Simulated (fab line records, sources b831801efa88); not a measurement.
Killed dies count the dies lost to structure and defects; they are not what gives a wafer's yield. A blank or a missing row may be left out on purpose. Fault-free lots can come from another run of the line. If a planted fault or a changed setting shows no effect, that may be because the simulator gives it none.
fab line records | flow gf180mcu
record lots=6 wafers=18 last-day=33
route steps=602 shown V1@349
lots with no fault: from the same line, run without faults
start-h: hours from the record's opening day to when the first of the lot's shown wafers began | wait-h: how many hours have passed since the lot's step before this one | " as in the row above | L1.1+2: several wafers, shown together as one row | - value missing, or start not given | * or withheld: withheld | < > ~ a bound
route shown NAME@n: names a module that has steps shown in the file, with the first one's number in the route | usual: mean/standard deviation of fault-free wafers | same: alike in all rows | chamber/n: place in a boat | sites: readings site by site | _std_site: how widely they spread, as a standard deviation | _edge_site: mean of outer sites minus mean of inner sites | radius-mm: how far each site lies from the wafer's centre | mask NAME#n: copy n | behind: the most recent tool/chamber to have shaped the wafer | hold: cause of the lot's hold/its duration in hours/its outcome | device: whichever transistor did not switch (one of n, p or np) | end of line: tests of these same wafers at the route's end | a step with no rows: only its recipe | killed: not the wafer's yield, but the dies lost to structure and defects at the first sort | map: the dies of a wafer, with x for killed, . for not killed, _ for no die there
set.NAME: setting as actually run; set.NAME@STEP: the setting as run at that earlier step | model.NAME: the simulator's own value behind a step, which no gauge read
certain route steps with their lots: each step a table, each wafer a row
services: a tool's chamber out of use, with start hour (start-h, from the record's first day; less than 0 if before it), hours out, and reason
## steps
# step GF_V1_CD_MEAS_14
# recipe target-cd-nm=260
# usual cd-nm=260.2/1.5
# columns lot.wafer tool chamber start-h wait-h cd-nm
L917.1 cd-sem-01 - 447.94 0.1 261.6
L917.2 " - " " 260.4
L917.5 " - " " 260.5
L919.1 cd-sem-02 - 463.24 0.1 260.4
L919.2 " - " " 259.3
L919.4 " - " " 260.6
L918.2 cd-sem-01 - 463.71 0.1 258.9
L918.3 " - " " 258.9
L918.5 " - " " 258.8
L922.1 cd-sem-02 - 510.05 0.1 261.2
L922.3 " - " " 262.0
L922.6 " - " " 262.6
L927.1 cd-sem-02 - 544.24 0.1 259.2
L927.3 " - " " 258.4
L927.4 " - " " 257.1
L930.3 cd-sem-02 - 565.29 0.1 260.1
L930.5 " - " " 261.4
L930.6 " - " " 261.5
# step GF_V1_OVL_MEAS_15
# usual V1_OVL=-1/6.6
# columns lot.wafer tool chamber start-h wait-h V1_OVL[nm]
L917.1 overlay-01 - 448.06 0.1 0
L917.2 " - " " -3
L917.5 " - " " -12
L919.1 overlay-02 - 463.36 0.1 5
L919.2 " - " " -10
L919.4 " - " " -15
L918.2 overlay-01 - 463.82 0.1 7
L918.3 " - " " -1
L918.5 " - " " 1
L922.1 overlay-01 - 510.17 0.1 11
L922.3 " - " " 9
L922.6 " - " " 2
L927.1 overlay-01 - 544.36 0.1 3
L927.3 " - " " 2
L927.4 " - " " -11
L930.3 overlay-01 - 565.38 0.1 -5
L930.5 " - " " -7
L930.6 " - " " 13
# step GF_V1_ETCH_16
# recipe chemistry=N2/H2 target-depth-a=withheld overetch-a=withheld time-s=withheld target=BARC ion-energy-ev=200 source-w=500 bias-w=100 pressure-mtorr=30 n2-flow-sccm=100 h2-flow-sccm=200
# usual drypump-motor-current-A=5.8/0.44 n2-flow-sccm=100.0/0.31 oes-product-au=0.854/0.0046 throttle-valve-pct=13.226/0.0088
# columns lot.wafer tool chamber start-h wait-h drypump-motor-current-A n2-flow-sccm oes-product-au throttle-valve-pct
L917.1 rie-diel-02 1 448.10 0.0 6.4 100.1 0.847 13.218
L917.2 " 3 " " 5.7 100.2 0.854 13.212
L917.5 " 3 " " 5.7 100.3 0.855 13.227
L919.1 rie-diel-02 0 463.40 0.0 6.1 99.9 0.843 13.232
L919.2 " 3 " " 5.7 100.2 0.848 13.223
L919.4 " 2 " " 5.9 100.7 0.846 13.231
L918.2 rie-diel-04 3 463.85 0.0 5.0 99.9 0.851 13.223
L918.3 " 2 " " 6.2 100.0 0.850 13.235
L918.5 " 2 " " 6.1 100.2 0.850 13.212
L922.1 rie-diel-01 1 510.20 0.0 5.8 100.2 0.857 13.232
L922.3 " 0 " " 6.0 100.3 0.858 13.221
L922.6 " 3 " " 5.3 99.9 0.854 13.223
L927.1 rie-diel-04 3 544.39 0.0 5.0 99.9 0.857 13.207
L927.3 " 1 " " 5.6 100.5 0.858 13.239
L927.4 " 0 " " 5.4 99.4 0.859 13.212
L930.3 rie-diel-01 3 565.40 0.0 5.4 100.1 0.856 13.226
L930.5 " 1 " " 5.8 99.6 0.853 13.227
L930.6 " 3 " " 5.3 99.5 0.849 13.227
# step GF_V1_ETCH_17
# recipe chemistry=C4F8/O2/Ar mask-material=KrF target=SiO2 stop-on=TiN source-w=1500 bias-w=1200 pressure-mtorr=40 c4f8-flow-sccm=withheld O2_flow_sccm=6 Ar_flow_sccm=300 time-s=withheld target-depth-a=6300
# usual oes-product-au=0.856/0.0045
# columns lot.wafer tool chamber start-h wait-h oes-product-au
L917.1 rie-diel-02 1 - - 0.866
L917.2 " 3 " " 0.859
L917.5 " 3 " " 0.852
L919.1 rie-diel-02 0 - - 0.856
L919.2 " 3 " " 0.853
L919.4 " 2 " " 0.859
L918.2 rie-diel-04 3 - - 0.861
L918.3 " 2 " " 0.850
L918.5 " 2 " " 0.850
L922.1 rie-diel-01 1 - - 0.859
L922.3 " 0 " " 0.850
L922.6 " 3 " " 0.859
L927.1 rie-diel-04 3 - - 0.855
L927.3 " 1 " " 0.856
L927.4 " 0 " " 0.850
L930.3 rie-diel-01 3 - - 0.858
L930.5 " 1 " " 0.863
L930.6 " 3 " " 0.854
# step GF_V1_STRIP_18
# recipe chemistry=O2/N2 power-w=1400 pressure-mtorr=1500 platen-temp-c=250 o2-flow-sccm=3000 n2-flow-sccm=300 overash-fraction=0.5
# usual drypump-motor-current-A=5.9/0.5 heater-power-w=317/17 n2-flow-sccm=300.0/0.89 oes-product-au=0.592/0.0053
# columns lot.wafer tool chamber start-h wait-h drypump-motor-current-A heater-power-w n2-flow-sccm oes-product-au rf-hours-counter-h
L917.1 plasma-asher-03 0 448.23 - 5.8 311 301.1 0.596 65
L917.2 " 1 " " 6.8 351 299.7 0.595 65
L917.5 " 1 " " 6.8 356 301.8 0.592 -
L919.1 plasma-asher-03 1 463.53 - 6.8 360 299.8 0.582 67
L919.2 " 0 " " 5.7 311 299.8 0.601 67
L919.4 " 1 " " 6.8 350 299.5 0.595 -
L918.2 plasma-asher-04 0 463.97 - 5.5 303 298.4 0.593 35
L918.3 " 0 " " 5.5 301 298.8 0.600 -
L918.5 " 1 " " 5.4 318 298.4 0.590 -
L922.1 plasma-asher-04 0 510.33 - 5.5 304 300.3 0.595 37
L922.3 " 0 " " 5.5 312 298.9 0.590 -
L922.6 " 1 " " 5.4 317 300.4 0.593 -
L927.1 plasma-asher-04 1 544.52 - 5.4 313 300.3 0.591 42
L927.3 " 0 " " 5.5 304 298.7 0.604 -
L927.4 " 1 " " 5.4 318 301.7 0.596 -
L930.3 plasma-asher-04 0 565.56 - 5.5 307 300.6 0.588 -
L930.5 " 1 " " 5.4 327 299.7 0.593 -
L930.6 " 0 " " 5.5 309 300.3 0.598 -
# step GF_V1_STRIP_19
# recipe chemistry=post-etch-residue-remover time-s=1200 temp-c=72.5
# step GF_V1_CLEAN_20
# recipe chemistry=DIW dry=n2-spin
# step GF_V1_SPUTTER_21
# recipe material=Ti target-thk-nm=15 chamber-pressure-pa=5 power-w=2500 substrate-temp-c=200 time-s=80.02
# usual cathode-dc-power-W=2500.1/0.41 throttle-valve-pct=30.5/1.3
# columns lot.wafer tool chamber start-h wait-h cathode-dc-power-W throttle-valve-pct
L917.1 pvd-sputter-04 - 448.76 0.0 2499.6 31.0
L917.2 " - " " 2500.4 29.3
L917.5 " - " " 2500.5 29.6
L919.1 pvd-sputter-04 - 464.40 0.0 2500.0 31.2
L919.2 " - " " 2500.8 31.6
L919.4 " - " " 2500.4 30.3
L918.2 pvd-sputter-02 - 464.51 0.0 2500.9 27.3
L918.3 " - " " 2499.8 29.7
L918.5 " - " " 2500.0 31.5
L922.1 pvd-sputter-01 - 510.87 0.0 2499.3 29.6
L922.3 " - " " 2500.1 31.0
L922.6 " - " " 2499.7 29.7
L927.1 pvd-sputter-01 - 545.06 0.0 2500.4 31.3
L927.3 " - " " 2499.9 31.0
L927.4 " - " " 2499.4 29.6
L930.3 pvd-sputter-02 - 566.10 0.0 2499.8 31.7
L930.5 " - " " 2500.5 31.4
L930.6 " - " " 2500.5 31.7
# step GF_V1_SPUTTER_22
# recipe material=TiN target-thk-nm=10 chamber-pressure-pa=5 power-w=4000 time-s=40
# step GF_V1_CVD_23
# recipe material=W target-thk-nm=350 time-s=105.05 temp-c=400 pressure-torr=40
# usual chamber-pressure-Torr=40.00/0.09 heater-power-outer-w=534/39 heater-power-w=888/83
# columns lot.wafer tool chamber start-h wait-h chamber-pressure-Torr heater-power-outer-w heater-power-w
L917.1 cvd-w-02 1 448.86 0.0 39.96 595 1031
L917.2 " 0 " " 40.06 560 900
L917.5 " 0 " " 40.10 543 898
L919.1 cvd-w-01 1 464.50 0.0 40.04 513 828
L919.2 " 0 " " 40.08 478 773
L919.4 " 1 " " 39.97 514 849
L918.2 cvd-w-02 0 464.61 0.0 39.95 538 901
L918.3 " 1 " " 40.21 587 1017
L918.5 " 1 " " 39.91 593 1013
L922.1 cvd-w-01 0 510.98 0.0 39.89 483 799
L922.3 " 0 " " 39.90 492 796
L922.6 " 0 " " 39.97 485 817
L927.1 cvd-w-01 1 545.16 0.0 40.23 516 862
L927.3 " 0 " " 39.99 502 808
L927.4 " 1 " " 40.02 520 829
L930.3 cvd-w-01 1 566.23 0.1 40.00 515 851
L930.5 " 1 " " 39.96 502 854
L930.6 " 0 " " 39.90 485 801
# step GF_V1_RS_MEAS_24
# recipe thk-meas-gauge=four-point-probe reads=W_of_V1_CVD_23+TiN_of_V1_SPUTTER_22+Ti_of_V1_SPUTTER_21
# usual V1_W_RS=0.3288/0.0027
# columns lot.wafer tool chamber start-h wait-h V1_W_RS[ohm/sq]
L917.1 film-metro-01 - 448.97 0.1 0.3300
L917.2 " - " " 0.3238
L917.5 " - " " 0.3232
L919.1 film-metro-02 - 464.62 0.1 0.3295
L919.2 " - " " 0.3280
L919.4 " - " " 0.3284
L918.2 film-metro-01 - 464.74 0.1 0.3217
L918.3 " - " " 0.3306
L918.5 " - " " 0.3266
L922.1 film-metro-01 - 511.09 0.1 0.3287
L922.3 " - " " 0.3331
L922.6 " - " " 0.3301
L927.1 film-metro-02 - 545.27 0.1 0.3257
L927.3 " - " " 0.3273
L927.4 " - " " 0.3252
L930.3 film-metro-01 - 566.35 0.1 0.3304
L930.5 " - " " 0.3300
L930.6 " - " " 0.3281
# step GF_V1_THK_MEAS_25
# recipe thk-meas-gauge=xrf reads=W_of_V1_CVD_23
# usual V1_W_THK=348/3.8
# columns lot.wafer tool chamber start-h wait-h V1_W_THK[nm]
L917.1 film-metro-01 - 449.09 0.1 349
L917.2 " - " " 354
L917.5 " - " " 354
L919.1 film-metro-02 - 464.74 0.1 344
L919.2 " - " " 345
L919.4 " - " " 343
L918.2 film-metro-01 - 464.85 0.1 355
L918.3 " - " " 347
L918.5 " - " " 350
L922.1 film-metro-01 - 511.21 0.1 347
L922.3 " - " " 345
L922.6 " - " " 343
L927.1 film-metro-02 - 545.39 0.1 352
L927.3 " - " " 351
L927.4 " - " " 352
L930.3 film-metro-01 - 566.45 0.1 344
L930.5 " - " " 344
L930.6 " - " " 349
# step GF_V1_CMP_26
# recipe stop-on=SiO2 down-force-psi=3.5 platen-rpm=60 t-overpolish-s=15 target-thk-nm=0 pad-velocity-m-s=0.94248
# usual edge-zone-pressure-frac=1.001/0.0053 motor-current-A=11.4/0.98 overpolish-run-s=15.000/0.0094 time-to-endpoint-s=85/3.7
# columns lot.wafer tool chamber start-h wait-h edge-zone-pressure-frac motor-current-A overpolish-run-s time-to-endpoint-s
L917.1 cmp-01 1 449.15 0.1 1.000 11.2 15.006 87
L917.2 " 0 " " 0.995 12.0 15.005 83
L917.5 " 2 " " 1.001 12.3 15.005 84
L919.4 cmp-01 3 464.85 0.1 1.013 9.9 0.033 128
L919.1 " 0 " " 1.013 12.5 0.040 128
L919.2 " 1 " " 0.995 10.8 0.041 129
L918.3 cmp-02 0 464.95 0.1 1.001 12.4 15.006 84
L918.2 " 2 " " 1.001 11.3 15.003 83
L918.5 " 0 " " 1.000 12.9 15.004 85
L922.1 cmp-01 0 511.27 0.1 0.997 12.0 0.035 129
L922.3 " 1 " " 0.994 9.9 0.048 128
L922.6 " 1 " " 1.007 10.7 0.039 129
L927.4 cmp-02 0 545.45 0.0 1.008 12.2 15.006 86
L927.1 " 1 " " 1.005 10.3 14.995 86
L927.3 " 2 " " 1.012 11.6 15.007 81
L930.3 cmp-02 2 566.49 0.0 1.000 11.4 14.996 82
L930.5 " 2 " " 0.997 11.7 14.970 82
L930.6 " 3 " " 1.003 12.2 15.001 85
## services
# columns tool chamber start-h hours kind
cmp-01 - 426.11 1.1 repair
plasma-asher-03 - 428.83 2.8 repair
plasma-asher-03 - 429.86 11.1 repair
rie-diel-04 1 454.39 15.5 repair
cvd-w-02 - 458.60 2.8 pm
cmp-02 - 467.31 0.3 repair
plasma-asher-04 - 469.00 11.4 repair
cvd-w-02 - 474.69 1.9 repair
plasma-asher-04 - 483.19 13.0 repair
rie-diel-04 1 488.06 6.9 repair
cvd-w-02 1 490.12 5.2 repair
rie-diel-04 1 494.94 - clean
rie-diel-04 1 494.94 25.3 scheduled-down
rie-diel-04 1 494.94 25.3 vent-cycle
cvd-w-01 1 515.69 6.1 repair
pvd-sputter-04 - 515.84 4.2 repair
pvd-sputter-02 - 517.58 5.1 repair
rie-diel-01 - 522.29 2.8 pm
rie-diel-02 0 524.11 11.0 repair
rie-diel-02 1 533.63 6.9 repair
rie-diel-04 - 549.99 15.6 pm
rie-diel-01 2 562.99 4.7 repair
cmp-01 - 566.35 1.5 repair
## key
first-sign step=GF_V1_CMP_26 reading=overpolish-run-s direction=down sigmas=99+ usual=15.000 struck=0.040
effect step=GF_V1_CMP_26 reading=time-to-endpoint-s direction=up sigmas=12 usual=* struck=*
met-at GF_V1_CMP_26
struck-wafers L919.1,L919.2,L919.4,L922.1,L922.3,L922.6
later-rows-left-out L919.1,L919.2,L919.4,L922.1,L922.3,L922.6
sort-left-out L919.1,L919.2,L919.4,L922.1,L922.3,L922.6
tester-left-out L922
onset-between 449.15 464.85
earlier-fault kind=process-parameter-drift tool=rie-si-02 chamber=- onset-h=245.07 steps=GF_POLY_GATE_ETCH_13 channel=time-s offset=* shape=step end-h=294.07 acts-in=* stated=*
fault kind=process-parameter-drift tool=cmp-01 chamber=- onset-h=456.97 steps=GF_V1_CMP_26 channel=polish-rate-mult offset=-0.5 shape=step
# tester-left-out: of these lots the tester's yield and bins aren't shown, on N5 and GAA mostly nor the transistor test; their killed dies are dies lost to structure and defects alone, not to doping, threshold or leakage, so they don't give the yield
# sort-left-out: the simulated sort isn't trusted on such a fault, so these wafers' sort isn't shown, and their yield isn't known
# later-rows-left-out: the simulator's readings of these wafers behind a module that went badly wrong aren't trusted and aren't shown, but for the sort
